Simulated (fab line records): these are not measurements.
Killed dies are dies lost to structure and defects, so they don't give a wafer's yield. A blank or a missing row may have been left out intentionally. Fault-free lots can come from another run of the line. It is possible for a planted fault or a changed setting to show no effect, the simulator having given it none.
Which tool did it? | flow sky130 | 24 lots, 72 wafers sampled, at 6 steps of a route of 708

== WHAT THE GAUGES READ, wafer by wafer ==
SKY_GATE_OXIDE_OVL_MEAS_10. Usual: GATE_OXIDE_OVL gives 0.4 nm (standard deviation 1.5).
lot  | measured     | on         | GATE_OXIDE_OVL (nm) | flag
L074 | day 13 21:51 | overlay-02 | 1.6 0.3 -0.8        |
L075 | day 14 06:35 | overlay-01 | 0.9 1.4 2.0         |
L076 | day 14 10:49 | overlay-01 | 1.3 -1.3 0.9        |
L077 | day 14 13:45 | overlay-02 | 2.9 1.4 1.7         |
L078 | day 15 07:03 | overlay-02 | 0.6 -2.0 0.3        |
L079 | day 15 13:59 | overlay-02 | 1.7 1.6 1.9         |
L080 | day 15 17:49 | overlay-02 | 0.3 -0.7 0.7        |
L081 | day 16 05:23 | overlay-01 | -0.9 -1.5 -0.3      |
L082 | day 16 18:13 | overlay-01 | 4.6 2.9 1.1         |
L083 | day 17 02:18 | overlay-01 | 1.2 0.0 0.6         |
L084 | day 17 07:20 | overlay-01 | -0.1 -1.2 -1.8      |
L085 | day 17 15:40 | overlay-02 | -1.5 -1.9 -1.0      |
L086 | day 18 02:56 | overlay-01 | -0.9 -0.1 -0.8      |
L087 | day 18 10:18 | overlay-02 | -1.0 1.1 -0.2       |
L088 | day 18 16:56 | overlay-01 | 1.8 2.1 2.0         |
L089 | day 19 00:25 | overlay-02 | 0.9 1.7 -1.0        |
L090 | day 19 12:32 | overlay-02 | -0.8 -1.7 1.1       |
L091 | day 20 01:19 | overlay-01 | -0.9 -0.6 0.0       |
L092 | day 20 10:17 | overlay-01 | 2.2 -0.1 3.6        |
L093 | day 20 13:35 | overlay-01 | 0.6 1.5 0.2         |
L094 | day 21 00:59 | overlay-02 | 0.5 -0.3 -1.1       |
L095 | day 21 04:20 | overlay-02 | 0.7 4.3 0.9         |
L096 | day 21 15:48 | overlay-02 | 0.5 2.0 0.4         |
L097 | day 22 00:32 | overlay-02 | -1.1 -1.0 -0.8      |

SKY_METAL2_THK_MEAS_06: measures by xrf. Usual: METAL2_ALCU_THK gives 246 nm (standard deviation 3.5).
lot  | measured     | on            | METAL2_ALCU_THK (nm) | flag
L074 | day 34 01:04 | film-metro-04 | 243 245 243          |
L075 | day 34 04:59 | film-metro-02 | 239 241 240          |
L076 | day 34 10:01 | film-metro-04 | 244 247 245          |
L077 | day 34 18:55 | film-metro-02 | 249 247 247          |
L078 | day 35 09:02 | film-metro-01 | 247 246 247          |
L079 | day 35 18:04 | film-metro-02 | 241 239 243          |
L080 | day 35 18:41 | film-metro-04 | 253 250 250          |
L081 | day 36 08:01 | film-metro-02 | 246 246 247          |
L082 | day 36 16:35 | film-metro-01 | 250 250 251          |
L083 | day 36 22:48 | film-metro-01 | 247 247 246          |
L084 | day 37 06:17 | film-metro-02 | 245 241 242          |
L085 | day 37 19:25 | film-metro-02 | 244 244 246          |
L086 | day 37 22:19 | film-metro-02 | 241 245 240          |
L087 | day 38 03:39 | film-metro-04 | 245 248 249          |
L088 | day 38 13:07 | film-metro-01 | 247 247 244          |
L089 | day 38 14:36 | film-metro-02 | 245 242 245          |
L090 | day 39 02:43 | film-metro-02 | 249 248 249          |
L091 | day 39 11:12 | film-metro-01 | 247 248 247          |
L092 | day 39 20:29 | film-metro-01 | 249 247 251          |
L093 | day 39 22:37 | film-metro-04 | 254 247 252          |
L094 | day 40 07:56 | film-metro-02 | 244 245 247          |
L095 | day 40 09:46 | film-metro-04 | 255 249 251          |
L096 | day 40 19:00 | film-metro-02 | 247 245 240          |
L097 | day 41 01:35 | film-metro-01 | 243 245 242          |

SKY_VIA3_BOW_MEAS_03. Usual: VIA3_BOW gives 80 um (standard deviation 7.8).
lot  | measured     | on            | VIA3_BOW (um) | flag
L074 | day 38 14:46 | film-metro-01 | 78 78 68      |
L075 | day 38 19:26 | film-metro-04 | 99 102 97     |
L076 | day 38 22:31 | film-metro-01 | 73 60 73      |
L077 | day 39 07:49 | film-metro-03 | 88 90 87      |
L078 | day 39 20:44 | film-metro-03 | 71 76 78      |
L079 | day 40 03:14 | film-metro-04 | 77 68 74      |
L080 | day 40 05:50 | film-metro-04 | 78 77 80      |
L081 | day 40 16:47 | film-metro-03 | 75 61 70      |
L082 | day 41 02:22 | film-metro-01 | 66 81 70      |
L083 | day 41 07:13 | film-metro-04 | 71 72 79      |
L084 | day 41 12:49 | film-metro-01 | 71 79 93      |
L085 | day 42 02:29 | film-metro-04 | 82 84 82      |
L086 | day 42 06:13 | film-metro-04 | 78 78 79      |
L087 | day 42 10:31 | film-metro-04 | 77 83 88      |
L088 | day 42 19:26 | film-metro-03 | 71 81 70      |
L089 | day 42 22:01 | film-metro-04 | 72 73 73      |
L090 | day 43 09:01 | film-metro-04 | 67 71 71      |
L091 | day 43 16:08 | film-metro-04 | 91 82 92      |
L092 | day 44 00:40 | film-metro-04 | 81 89 82      |
L093 | day 44 01:32 | film-metro-03 | 79 73 86      |
L094 | day 44 11:10 | film-metro-03 | 92 82 77      |
L095 | day 44 11:57 | film-metro-03 | 74 84 88      |
L096 | day 44 22:07 | film-metro-01 | 79 98 79      |
L097 | day 45 02:31 | film-metro-01 | 78 77 76      |

== TOOL THAT RAN EACH LOT (tool first, then ch and the chambers of the sampled wafers, then the start) ==
lot  | SKY_NWELL_STRIP_25                   | SKY_VT_ADJUST_PCH_STRIP_09           | SKY_VIA1_CMP_02
L074 | plasma-asher-01 ch 0,1, day 5 10:50  | plasma-asher-03 ch 0,1, day 10 13:56 | cmp-02 ch 2,3, day 32 20:22
L075 | plasma-asher-01 ch 0,1, day 5 15:49  | plasma-asher-01 ch 0,1, day 10 19:34 | cmp-02 ch 0,3, day 33 00:20
L076 | plasma-asher-04 ch 0, day 5 16:58    | plasma-asher-03 ch 0,1, day 10 23:41 | cmp-01 ch 1,2, day 33 05:01
L077 | plasma-asher-02 ch 0,1, day 5 21:54  | plasma-asher-02 ch 0,1, day 11 03:56 | cmp-02 ch 0,1,3, day 33 14:07
L078 | plasma-asher-01 ch 0,1, day 6 08:50  | plasma-asher-03 ch 0, day 11 17:30   | cmp-01 ch 0,3, day 34 03:44
L079 | plasma-asher-01 ch 0,1, day 6 12:32  | plasma-asher-03 ch 0,1, day 11 22:17 | cmp-02 ch 0,2,3, day 34 13:34
L080 | plasma-asher-01 ch 0,1, day 6 16:49  | plasma-asher-01 ch 0, day 12 03:39   | cmp-01 ch 1,3, day 34 14:36
L081 | plasma-asher-01 ch 1, day 6 23:22    | plasma-asher-01 ch 0, day 12 14:45   | cmp-02 ch 1,2, day 35 03:44
L082 | plasma-asher-04 ch 0,1, day 7 07:47  | plasma-asher-01 ch 0,1, day 12 23:08 | cmp-01 ch 2,3, day 35 13:10
L083 | plasma-asher-02 ch 0,1, day 7 15:55  | plasma-asher-01 ch 0,1, day 13 07:20 | cmp-01 ch 0,2,3, day 35 18:42
L084 | plasma-asher-01 ch 0,1, day 7 19:13  | plasma-asher-01 ch 0,1, day 13 14:46 | cmp-01 ch 0,1,3, day 36 03:05
L085 | plasma-asher-04 ch 0,1, day 8 01:58  | plasma-asher-03 ch 0,1, day 13 20:23 | cmp-02 ch 2,3, day 36 14:05
L086 | plasma-asher-04 ch 0,1, day 8 08:13  | plasma-asher-02 ch 1, day 14 05:00   | cmp-01 ch 2,3, day 36 18:25
L087 | plasma-asher-02 ch 0,1, day 8 14:34  | plasma-asher-03 ch 0,1, day 14 14:11 | cmp-01 ch 0,1,3, day 36 23:54
L088 | plasma-asher-04 ch 0,1, day 8 18:47  | plasma-asher-01 ch 0,1, day 14 19:56 | cmp-02 ch 2,3, day 37 09:44
L089 | plasma-asher-01 ch 0,1, day 9 00:01  | plasma-asher-02 ch 0,1, day 15 02:37 | cmp-02 ch 0,2, day 37 11:41
L090 | plasma-asher-01 ch 0,1, day 9 08:04  | plasma-asher-01 ch 0,1, day 15 11:37 | cmp-01 ch 2,3, day 37 23:20
L091 | plasma-asher-04 ch 0,1, day 9 18:07  | plasma-asher-03 ch 0,1, day 16 00:26 | cmp-02 ch 2,3, day 38 07:31
L092 | plasma-asher-04 ch 0,1, day 10 00:46 | plasma-asher-03 ch 0,1, day 16 08:04 | cmp-02 ch 0,1,2, day 38 17:07
L093 | plasma-asher-04 ch 1, day 10 04:28   | plasma-asher-01 ch 0,1, day 16 12:26 | cmp-01 ch 1,2, day 38 21:16
L094 | plasma-asher-02 ch 0, day 10 12:37   | plasma-asher-03 ch 0,1, day 16 23:16 | cmp-02 ch 0,1, day 39 05:28
L095 | plasma-asher-04 ch 0,1, day 10 14:46 | plasma-asher-02 ch 0,1, day 17 01:30 | cmp-02 ch 0,1, day 39 07:02
L096 | plasma-asher-02 ch 0,1, day 11 00:31 | plasma-asher-01 ch 0,1, day 17 15:14 | cmp-01 ch 0,1,3, day 39 16:50
L097 | plasma-asher-01 ch 0, day 11 04:43   | plasma-asher-03 ch 0, day 17 20:20   | cmp-01 ch 1,2, day 39 22:49
- SKY_NWELL_STRIP_25: strips in O2/N2.
- SKY_VT_ADJUST_PCH_STRIP_09: strips in O2/N2.
- SKY_VIA1_CMP_02: polishes SiO2.

== WHAT THE TOOLS THEMSELVES READ (means of the sampled wafers that have a number; where no wafer has one, the mark that the record gives instead) ==
SKY_NWELL_STRIP_25. Usual: drypump-motor-current-A 5.8 A, standard deviation 0.36; oes-product-au 0.723 a.u., standard deviation 0.0048; strip-time-to-endpoint-s 36.94 s, standard deviation 0.086.
lot  | tool            | drypump-motor-current-A (A) | oes-product-au (a.u.) | strip-time-to-endpoint-s (s) | flag
L074 | plasma-asher-01 | 5.9                         | 0.719                 | 36.95                        |
L075 | plasma-asher-01 | 6.0                         | 0.726                 | 36.96                        |
L076 | plasma-asher-04 | 5.7                         | 0.731                 | 36.90                        |
L077 | plasma-asher-02 | 5.3                         | 0.727                 | 37.08                        |
L078 | plasma-asher-01 | 5.7                         | 0.723                 | 36.98                        |
L079 | plasma-asher-01 | 5.8                         | 0.721                 | 36.97                        |
L080 | plasma-asher-01 | 5.7                         | 0.723                 | 36.74                        |
L081 | plasma-asher-01 | 6.2                         | 0.725                 | 37.00                        |
L082 | plasma-asher-04 | 5.8                         | 0.723                 | 36.98                        |
L083 | plasma-asher-02 | 5.3                         | 0.725                 | 36.91                        |
L084 | plasma-asher-01 | 5.7                         | 0.723                 | 36.86                        |
L085 | plasma-asher-04 | 5.8                         | 0.723                 | 37.04                        |
L086 | plasma-asher-04 | 5.8                         | 0.723                 | 36.90                        |
L087 | plasma-asher-02 | 5.3                         | 0.721                 | 36.87                        |
L088 | plasma-asher-04 | 6.0                         | 0.725                 | 36.82                        |
L089 | plasma-asher-01 | 6.0                         | 0.721                 | 36.89                        |
L090 | plasma-asher-01 | 5.7                         | 0.727                 | 36.97                        |
L091 | plasma-asher-04 | 6.0                         | 0.719                 | 36.99                        |
L092 | plasma-asher-04 | 5.8                         | 0.726                 | 36.96                        |
L093 | plasma-asher-04 | 6.1                         | 0.721                 | 36.96                        |
L094 | plasma-asher-02 | 5.3                         | 0.723                 | 36.87                        |
L095 | plasma-asher-04 | 5.9                         | 0.719                 | 36.88                        |
L096 | plasma-asher-02 | 5.3                         | 0.719                 | 36.98                        |
L097 | plasma-asher-01 | 5.4                         | 0.724                 | 36.92                        |

SKY_VT_ADJUST_PCH_STRIP_09. Usual: drypump-motor-current-A 5.6 A, standard deviation 0.37; oes-product-au 0.723 a.u., standard deviation 0.0046; strip-time-to-endpoint-s 36.89 s, standard deviation 0.093.
lot  | tool            | drypump-motor-current-A (A) | oes-product-au (a.u.) | strip-time-to-endpoint-s (s) | flag
L074 | plasma-asher-03 | 5.7                         | 0.727                 | 36.87                        |
L075 | plasma-asher-01 | 5.7                         | 0.718                 | 36.81                        |
L076 | plasma-asher-03 | 5.5                         | 0.727                 | 36.91                        |
L077 | plasma-asher-02 | 5.4                         | 0.727                 | 36.73                        |
L078 | plasma-asher-03 | 5.9                         | 0.719                 | 36.77                        |
L079 | plasma-asher-03 | 5.7                         | 0.722                 | 36.95                        |
L080 | plasma-asher-01 | 5.4                         | 0.717                 | 36.84                        |
L081 | plasma-asher-01 | 5.5                         | 0.728                 | 36.79                        |
L082 | plasma-asher-01 | 5.7                         | 0.728                 | 36.80                        |
L083 | plasma-asher-01 | 5.9                         | 0.723                 | 36.87                        |
L084 | plasma-asher-01 | 6.0                         | 0.722                 | 36.86                        |
L085 | plasma-asher-03 | 5.7                         | 0.722                 | 36.81                        |
L086 | plasma-asher-02 | 5.4                         | 0.724                 | 36.93                        |
L087 | plasma-asher-03 | 5.5                         | 0.721                 | 36.77                        |
L088 | plasma-asher-01 | 5.7                         | 0.722                 | 36.81                        |
L089 | plasma-asher-02 | 5.3                         | 0.727                 | 36.93                        |
L090 | plasma-asher-01 | 6.0                         | 0.722                 | 36.97                        |
L091 | plasma-asher-03 | 5.5                         | 0.722                 | 36.91                        |
L092 | plasma-asher-03 | 5.5                         | 0.721                 | 36.91                        |
L093 | plasma-asher-01 | 5.7                         | 0.717                 | 37.09                        |
L094 | plasma-asher-03 | 5.7                         | 0.725                 | 36.97                        |
L095 | plasma-asher-02 | 5.3                         | 0.725                 | 36.99                        |
L096 | plasma-asher-01 | 5.7                         | 0.725                 | 36.96                        |
L097 | plasma-asher-03 | 5.9                         | 0.722                 | 36.99                        |

SKY_VIA1_CMP_02. Usual: motor-current-A reads 11.7 A (standard deviation 1.4).
lot  | tool   | motor-current-A (A) | flag
L074 | cmp-02 | 12.6                |
L075 | cmp-02 | 12.7                |
L076 | cmp-01 | 13.5                |
L077 | cmp-02 | 11.6                |
L078 | cmp-01 | 10.1                |
L079 | cmp-02 | 12.3                |
L080 | cmp-01 | 12.3                |
L081 | cmp-02 | 11.3                |
L082 | cmp-01 | 12.0                |
L083 | cmp-01 | 10.7                |
L084 | cmp-01 | 11.9                |
L085 | cmp-02 | 12.2                |
L086 | cmp-01 | 11.5                |
L087 | cmp-01 | 11.8                |
L088 | cmp-02 | 12.0                |
L089 | cmp-02 | 12.5                |
L090 | cmp-01 | 11.6                |
L091 | cmp-02 | 12.3                |
L092 | cmp-02 | 11.2                |
L093 | cmp-01 | 12.6                |
L094 | cmp-02 | 10.8                |
L095 | cmp-02 | 11.6                |
L096 | cmp-01 | 12.0                |
L097 | cmp-01 | 12.6                |

== THE ANSWER, worked out from the rows above alone ==
Rule: a lot counts as off when the mean over its wafers that have a number is more than 3 standard deviations away from the usual mean. Also off: a lot with no number at a reading for which 4 or more lots have one. The other lots that the step has rows for count as sound. After the gauges, taken in route order, come the tools' own readings; for these a lot's mean is taken, as printed above. At the first step where some lot is off, the reading lying furthest off is the one used; lots without a number count as furthest.
Nothing can be told from this: no lot is off at any reading shown.

== WHAT HAD BEEN PUT IN BY THE SIMULATOR ==
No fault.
